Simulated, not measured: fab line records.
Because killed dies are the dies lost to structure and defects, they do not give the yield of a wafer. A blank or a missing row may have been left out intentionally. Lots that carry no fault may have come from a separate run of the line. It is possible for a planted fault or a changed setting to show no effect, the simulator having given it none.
What tool caused it? :: flow sky130 :: 12 lots, 36 wafers sampled, at 3 steps of a route of 708

## WHAT THE GAUGES SHOWED, per wafer
SKY_VIA3_RS_MEAS_22: uses a four-point probe to measure.
lot: L128
measured: day 40 04:23
on: film metro-02
VIA3_W_RS (ohm/sq): 0.2980 0.2963 0.2891

lot: L129
measured: day 41 02:28
on: film metro-04
VIA3_W_RS (ohm/sq): 0.2911 0.2934 0.2903

lot: L132
measured: day 41 05:47
on: film metro-03
VIA3_W_RS (ohm/sq): 0.2893 0.2941 0.2932

lot: L131
measured: day 41 15:12
on: film metro-02
VIA3_W_RS (ohm/sq): 0.2909 0.2930 0.2924

lot: L137
measured: day 43 10:22
on: film metro-04
VIA3_W_RS (ohm/sq): 0.2937 0.2940 0.2933

lot: L134
measured: day 43 17:54
on: film metro-04
VIA3_W_RS (ohm/sq): 0.2893 0.2919 0.2934

lot: L138
measured: day 43 19:10
on: film metro-04
VIA3_W_RS (ohm/sq): 0.2882 0.2923 0.2909

lot: L133
measured: day 43 20:59
on: film metro-04
VIA3_W_RS (ohm/sq): 0.2920 0.2915 0.2924

lot: L145
measured: day 45 01:07
on: film metro-02
VIA3_W_RS (ohm/sq): 0.2866 0.2882 0.2885

lot: L146
measured: day 45 01:43
on: film metro-03
VIA3_W_RS (ohm/sq): 0.2912 0.2908 0.2894

lot: L147
measured: day 45 01:46
on: film metro-04
VIA3_W_RS (ohm/sq): 0.2991 0.2934 0.2929

lot: L150
measured: day 45 23:19
on: film metro-04
VIA3_W_RS (ohm/sq): 0.2896 0.2951 0.2932

## WHAT TOOL EACH LOT RAN ON (gives the tool, then ch and the chambers of the sampled wafers, and finally the start)
lot: L128
SKY_VIA3_ETCH_14: rie diel-02 ch 0,1,2, day 40 03:30
SKY_VIA3_CVD_21: cvd w-02 ch 0,1, day 40 04:16

lot: L129
SKY_VIA3_ETCH_14: rie diel-02 ch 1,2, day 41 01:31
SKY_VIA3_CVD_21: cvd w-01 ch 0,1, day 41 02:20

lot: L132
SKY_VIA3_ETCH_14: rie diel-01 ch 0,1,2, day 41 04:53
SKY_VIA3_CVD_21: cvd w-02 ch 1, day 41 05:38

lot: L131
SKY_VIA3_ETCH_14: rie diel-04 ch 0,1,3, day 41 14:17
SKY_VIA3_CVD_21: cvd w-01 ch 0,1, day 41 15:04

lot: L137
SKY_VIA3_ETCH_14: rie diel-01 ch 0,1,3, day 43 09:28
SKY_VIA3_CVD_21: cvd w-01 ch 0,1, day 43 10:14

lot: L134
SKY_VIA3_ETCH_14: rie diel-01 ch 1,2,3, day 43 16:32
SKY_VIA3_CVD_21: cvd w-02 ch 0, day 43 17:40

lot: L138
SKY_VIA3_ETCH_14: rie diel-01 ch 0,1,3, day 43 18:03
SKY_VIA3_CVD_21: cvd w-02 ch 0, day 43 18:57

lot: L133
SKY_VIA3_ETCH_14: rie diel-02 ch 0,1,2, day 43 19:30
SKY_VIA3_CVD_21: cvd w-02 ch 0, day 43 20:48

lot: L145
SKY_VIA3_ETCH_14: rie diel-02 ch 0,1,3, day 45 00:12
SKY_VIA3_CVD_21: cvd w-01 ch 0,1, day 45 01:00

lot: L146
SKY_VIA3_ETCH_14: rie diel-01 ch 1,2,3, day 45 00:49
SKY_VIA3_CVD_21: cvd w-02 ch 0,1, day 45 01:34

lot: L147
SKY_VIA3_ETCH_14: rie diel-04 ch 0,2,3, day 45 00:51
SKY_VIA3_CVD_21: cvd w-01 ch 0,1, day 45 01:39

lot: L150
SKY_VIA3_ETCH_14: rie diel-04 ch 0,3, day 45 22:20
SKY_VIA3_CVD_21: cvd w-01 ch 0,1, day 45 23:11
- SKY_VIA3_ETCH_14: etches BARC in N2/H2, stops on SiO2, time 45.9 s, target depth 60 nm.
- SKY_VIA3_CVD_21: deposits W, target thk 390 nm, time 117.31 s.

## AS READ BY THE TOOLS THEMSELVES (means over the sampled wafers that have a number; for cases with no such wafer, the mark the record gives instead)
SKY_VIA3_ETCH_14.
lot: L128
tool: rie diel-02
drypump motor current A (A): 5.8
oes product au (a.u.): 0.852
run length s (s): 74.7
throttle valve pct (%): 13.229

lot: L129
tool: rie diel-02
drypump motor current A (A): 5.9
oes product au (a.u.): 0.855
run length s (s): 74.7
throttle valve pct (%): 13.232

lot: L132
tool: rie diel-01
drypump motor current A (A): 5.8
oes product au (a.u.): 0.852
run length s (s): 74.2
throttle valve pct (%): 13.225

lot: L131
tool: rie diel-04
drypump motor current A (A): 5.8
oes product au (a.u.): 0.854
run length s (s): 74.1
throttle valve pct (%): 13.230

lot: L137
tool: rie diel-01
drypump motor current A (A): 5.8
oes product au (a.u.): 0.854
run length s (s): 74.3
throttle valve pct (%): 13.222

lot: L134
tool: rie diel-01
drypump motor current A (A): 6.0
oes product au (a.u.): 0.851
run length s (s): 74.0
throttle valve pct (%): 13.218

lot: L138
tool: rie diel-01
drypump motor current A (A): 5.8
oes product au (a.u.): 0.859
run length s (s): 74.3
throttle valve pct (%): 13.229

lot: L133
tool: rie diel-02
drypump motor current A (A): 5.8
oes product au (a.u.): 0.858
run length s (s): 74.1
throttle valve pct (%): 13.230

lot: L145
tool: rie diel-02
drypump motor current A (A): 5.7
oes product au (a.u.): 0.846
run length s (s): 75.4
throttle valve pct (%): 13.224

lot: L146
tool: rie diel-01
drypump motor current A (A): 6.0
oes product au (a.u.): 0.855
run length s (s): 73.9
throttle valve pct (%): 13.230

lot: L147
tool: rie diel-04
drypump motor current A (A): 5.5
oes product au (a.u.): 0.850
run length s (s): 74.2
throttle valve pct (%): 13.228

lot: L150
tool: rie diel-04
drypump motor current A (A): 5.8
oes product au (a.u.): 0.855
run length s (s): 74.5
throttle valve pct (%): 13.226

SKY_VIA3_CVD_21.
lot: L128
tool: cvd w-02
heater power w (W): 876

lot: L129
tool: cvd w-01
heater power w (W): 866

lot: L132
tool: cvd w-02
heater power w (W): 836

lot: L131
tool: cvd w-01
heater power w (W): 865

lot: L137
tool: cvd w-01
heater power w (W): 842

lot: L134
tool: cvd w-02
heater power w (W): 891

lot: L138
tool: cvd w-02
heater power w (W): 921

lot: L133
tool: cvd w-02
heater power w (W): 913

lot: L145
tool: cvd w-01
heater power w (W): 839

lot: L146
tool: cvd w-02
heater power w (W): 865

lot: L147
tool: cvd w-01
heater power w (W): 862

lot: L150
tool: cvd w-01
heater power w (W): 870

## THE ANSWER, worked out from the rows above alone
Rule: the lots themselves supply what counts as usual. Put in order of their means at a reading, lots are off if they are a third of the lots or fewer, leave a main group of 4 or more, and stand apart from it by a gap of 3 or more times the standard deviation of the main group's means; of several such gaps the widest counts. If all means in a main group match to the digits the tables above print for the reading, that group is not used. A lot without any number at a reading at which 4 lots or more have one is off too. All remaining lots with rows at the step are treated as sound. First the gauges in route order, then the tools' own readings, where a lot's mean is used as printed above. At the first step where some lot is off, the reading lying furthest off is the one used; lots without a number count as furthest.
Nothing can be told from this: no lot is off at any reading shown.

## WHAT THE SIMULATOR PUT IN
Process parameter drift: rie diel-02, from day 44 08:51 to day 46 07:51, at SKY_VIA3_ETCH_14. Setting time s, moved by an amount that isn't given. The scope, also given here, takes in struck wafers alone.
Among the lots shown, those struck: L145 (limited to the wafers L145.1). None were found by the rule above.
